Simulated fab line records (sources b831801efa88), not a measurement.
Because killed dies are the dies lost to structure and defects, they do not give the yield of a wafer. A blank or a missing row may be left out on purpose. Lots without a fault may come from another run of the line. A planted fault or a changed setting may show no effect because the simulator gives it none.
Problem report, 8D (eight disciplines) form, completed by code | flow sky130 | the parts of the form that need people (team, actions taken, sign-off) are left out

== 1. THE ISSUE ==
Wafers without a fault read 99.98 C, standard deviation 0.12; plate temp C at SKY_POLY_GATE_SOFTBAKE_09 reads a mean of 92.79 C on 6 wafers belonging to 2 lots. Measured from the usual mean, that is -60 standard deviations.
The step: time 90 s.
Earliest sighting: wafer L491.3 on litho track-01 at day 18 12:00. Wafers with a number at this step in the record: 39, from 13 lots. Rule for "out" (also "out of limits"): further than 4 standard deviations from the usual mean. Any other wafer with a number is counted as sound.

== 2. WHAT IT IS, WHAT IT ISN'T ==
question                    | is                                 | is not
which readings at this step | plate temp C, heater power total W | -
which lots                  | L491, L494                         | L484, L485, L488, L497, L498, L500, L501, L502, L503, L505, L506
which wafers of those lots  | all that have a number             | -
read on which tools         | litho track-01                     | litho track-03, litho track-04
when                        | from day 18 12:00                  | up to then (9 sound wafers); but 24 sound wafers of L497, L498, L500, L501, L502, L503, L505, L506 came after

== 3. WHAT RULES OUT EACH SUSPECT ==
Counting: any tool at a process step up to the reading is kept as a suspect provided that every lot that is out went through it and no sound lot did after the first of them.
- litho track-01 at SKY_POLY_GATE_SOFTBAKE_09 (time 90 s): ruled out as a lasting fault. The sound lots L501, L503, L506 went through it after L491, its earliest lot that is out (day 18 12:00).
Left after counting: nothing in the record.

== 4. THE CAUSE (what the simulator had put in) ==
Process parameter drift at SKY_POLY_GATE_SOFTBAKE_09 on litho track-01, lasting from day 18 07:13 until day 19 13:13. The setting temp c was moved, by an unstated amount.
Counting ruled it out, wrongly.

== 5. SEQUENCE OF EFFECTS, ordered by route ==
One row per reading whose mean, taken over the struck wafers that have a number, lies over 3 standard deviations from the usual. Only readings for which the record gives a usual standard deviation are gone through. hours: the time from each lot's start at the first step in this table that gives one to its start at this step, as a median over the lots. sigmas: the change in usual standard deviations.
hours | step                      | reading              | usual   | on struck wafers | change | sigmas
0     | SKY_POLY_GATE_SOFTBAKE_09 | heater power total W | 57.37 W | 51.66            | -5.71  | -52
0     | SKY_POLY_GATE_SOFTBAKE_09 | plate temp C         | 99.98 C | 92.79            | -7.19  | -60
Here are the process steps it includes:
- SKY_POLY_GATE_SOFTBAKE_09: time 90 s.

== 6. HOW IT WOULD HAVE BEEN CAUGHT EARLIER ==
In this record the first reading out of limits was taken at day 18 12:00, 5 hours after the fault began at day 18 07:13.
